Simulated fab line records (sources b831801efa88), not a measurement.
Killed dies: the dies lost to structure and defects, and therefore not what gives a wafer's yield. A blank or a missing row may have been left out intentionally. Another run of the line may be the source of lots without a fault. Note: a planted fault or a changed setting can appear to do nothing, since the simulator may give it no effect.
Which tool was responsible? | flow gf180mcu | Sampling: 14 lots, 40 wafers, 5 of 602 route steps

## WHAT THE GAUGES READ, wafer by wafer
GF_STI_THK_MEAS_02.
lot  | measured    | on           | STI_OXIDATION_THK (nm)
L622 | day 1 21:38 | filmMetro-02 | 9.80 9.55 9.76
L623 | day 2 03:24 | filmMetro-02 | 9.77 9.80 9.63
L624 | day 2 07:31 | filmMetro-04 | 10.30 10.26 10.27
L625 | day 2 13:52 | filmMetro-04 | 9.87 9.96 9.92
L627 | day 2 22:31 | filmMetro-02 | 9.94 9.89 10.04
L628 | day 3 03:32 | filmMetro-02 | 10.14 10.29 10.22
L629 | day 3 10:42 | filmMetro-02 | 9.82 9.80 10.01
L630 | day 3 16:10 | filmMetro-01 | 9.95 9.89 9.96
L631 | day 3 19:40 | filmMetro-02 | 9.97 10.03 10.01
L632 | day 3 23:31 | filmMetro-01 | 9.94 10.05 10.04
L633 | day 4 05:13 | filmMetro-01 | 10.23 10.15 10.18
L636 | day 4 19:56 | filmMetro-02 | 10.06 9.93 10.13
L639 | day 5 10:46 | filmMetro-04 | 9.98 9.86
L642 | day 6 01:32 | filmMetro-01 | 9.70 9.67

GF_MVSD_OVL_MEAS_07.
lot  | measured    | on         | MVSD_OVL (nm)
L622 | day 4 23:09 | overlay-01 | 1.6 0.2 0.9
L623 | day 5 03:15 | overlay-01 | 1.6 2.2 0.6
L624 | day 5 09:42 | overlay-02 | 0.7 -0.6 2.5
L625 | day 5 19:05 | overlay-01 | 2.3 1.3 1.6
L627 | day 6 05:54 | overlay-01 | 0.4 3.4 0.8
L628 | day 6 09:45 | overlay-01 | 1.5 1.7 1.2
L629 | day 6 20:10 | overlay-02 | -2.3 -3.1 -1.8
L630 | day 7 00:11 | overlay-02 | -0.5 -0.1 0.2
L631 | day 7 04:18 | overlay-01 | 3.9 3.0 0.7
L632 | day 7 09:46 | overlay-01 | 3.4 2.0 3.2
L633 | day 7 15:14 | overlay-01 | 1.1 0.3 1.1
L636 | day 8 07:29 | overlay-01 | 1.0 0.6 2.4
L639 | day 9 02:20 | overlay-01 | 0.8 1.3
L642 | day 9 19:57 | overlay-01 | -0.6 -1.9

GF_VT_IMPLANT_RS_MEAS_48: the measuring method here is four-point-probe.
lot  | measured     | on           | LVPWELL_RS (ohm/sq)
L622 | day 8 06:37  | filmMetro-01 | 1197.8 1199.3 1194.7
L623 | day 8 12:07  | filmMetro-03 | 1192.5 1192.9 1192.1
L624 | day 8 18:01  | filmMetro-01 | 1192.1 1194.8 1194.8
L625 | day 9 05:41  | filmMetro-03 | 1201.0 1197.0 1197.6
L627 | day 9 18:37  | filmMetro-03 | 1195.9 1194.2 1193.1
L628 | day 9 21:32  | filmMetro-03 | 1200.0 1199.9 1204.0
L629 | day 10 11:57 | filmMetro-03 | 1197.7 1194.8 1196.6
L630 | day 10 15:23 | filmMetro-03 | 1194.1 1194.7 1196.8
L631 | day 10 20:55 | filmMetro-03 | 1195.4 1195.7 1195.0
L632 | day 11 00:58 | filmMetro-04 | 1195.1 1195.3 1193.9
L633 | day 11 08:28 | filmMetro-01 | 1190.9 1193.8 1192.9
L636 | day 12 06:35 | filmMetro-01 | 1194.9 1191.2 1195.0
L639 | day 13 01:16 | filmMetro-01 | 1197.9 1245.6
L642 | day 13 18:50 | filmMetro-04 | 1240.2 1192.3

GF_SAB_OVL_MEAS_10.
lot  | measured     | on         | SAB_OVL (nm)
L622 | day 16 03:10 | overlay-02 | 1.0 1.0 0.9
L623 | day 16 12:04 | overlay-02 | 0.1 1.3 0.1
L624 | day 16 18:37 | overlay-01 | 1.5 1.9 2.3
L625 | day 17 08:45 | overlay-01 | -1.2 -1.8 -0.5
L627 | day 18 06:10 | overlay-02 | -0.9 2.5 2.3
L628 | day 18 07:17 | overlay-01 | 2.4 1.8 1.2
L629 | day 18 23:52 | overlay-02 | 2.9 3.1 4.3
L630 | day 19 08:58 | overlay-02 | 1.1 -0.4 1.7
L631 | day 19 12:44 | overlay-01 | 3.4 2.8 2.6
L632 | day 19 16:34 | overlay-01 | 1.2 -0.7 0.0
L633 | day 20 01:31 | overlay-01 | 2.2 1.7 1.4
L636 | day 21 04:42 | overlay-02 | 0.8 0.9 -0.1
L639 | day 22 02:43 | overlay-01 | -0.2 0.0
L642 | day 23 04:13 | overlay-01 | 1.3 2.6

## EACH LOT AND THE TOOL THAT RAN IT (in order: tool; ch and the chambers of the sampled wafers; start)
lot  | GF_LVPWELL_IMPLANT_08
L622 | implanter-03 ch 0, day 4 08:53
L623 | implanter-03 ch 0, day 4 13:15
L624 | implanter-04 ch 0, day 4 19:24
L625 | implanter-03 ch 0, day 5 04:38
L627 | implanter-04 ch 0, day 5 14:17
L628 | implanter-04 ch 0, day 5 18:23
L629 | implanter-04 ch 0, day 6 04:12
L630 | implanter-02 ch 0, day 6 08:27
L631 | implanter-02 ch 0, day 6 12:12
L632 | implanter-04 ch 0, day 6 18:00
L633 | implanter-04 ch 0, day 6 22:44
L636 | implanter-03 ch 0, day 7 14:48
L639 | implanter-04 ch 0, day 8 08:29
L642 | implanter-04 ch 0, day 9 02:09
- GF_LVPWELL_IMPLANT_08

## WHAT THE TOOLS THEMSELVES READ (means of the sampled wafers that have a number; where no wafer has one, the mark that the record gives instead)
GF_LVPWELL_IMPLANT_08.
lot  | tool         | beamOnS (s)
L622 | implanter-03 | 9.83
L623 | implanter-03 | 10.23
L624 | implanter-04 | 10.12
L625 | implanter-03 | 9.93
L627 | implanter-04 | 9.89
L628 | implanter-04 | 9.83
L629 | implanter-04 | 9.94
L630 | implanter-02 | 9.97
L631 | implanter-02 | 9.91
L632 | implanter-04 | 10.17
L633 | implanter-04 | 9.89
L636 | implanter-03 | 10.06
L639 | implanter-04 | 10.12
L642 | implanter-04 | 10.00

## THE ANSWER, worked out from the rows above alone
Rule: what is usual is taken from the lots themselves. The widest of any qualifying gaps counts: lots, ordered by their means at a reading, are off when they make up no more than a third of the lots, leave a main group of 4 or more, and stand apart from it by 3 or more times the standard deviation of that group's means. The tables above print the reading to a certain number of digits; a main group whose means all agree to those digits is not used. Also off: a lot with no number at a reading for which 4 or more lots have one. Any other lot the step has rows for is counted as sound. Order of review: gauges by route order, followed by the tools' own readings, for which a lot's mean as printed above is used. At the first step where some lot is off, the reading lying furthest off is the one used; lots without a number count as furthest.
Off: at GF_VT_IMPLANT_RS_MEAS_48 (LVPWELL_RS), L639, L642. The main group has a mean of 1195.5 ohm/sq with a standard deviation of 2.5.
A tool fits if, at a process step before that reading, it ran every lot that is off, and no sound lot after the first of them. Those tools and the gauges at GF_VT_IMPLANT_RS_MEAS_48 are tried in the same way. One fits: GF_LVPWELL_IMPLANT_08 on implanter-04. A fault onset in the window from L633 (day 6 22:44, its last sound lot) to L639 (day 8 08:29, its first lot off) fits.

## WHAT WAS PUT IN BY THE SIMULATOR
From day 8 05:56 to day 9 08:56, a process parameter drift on implanter-04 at GF_LVPWELL_IMPLANT_08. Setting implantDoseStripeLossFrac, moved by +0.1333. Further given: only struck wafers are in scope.
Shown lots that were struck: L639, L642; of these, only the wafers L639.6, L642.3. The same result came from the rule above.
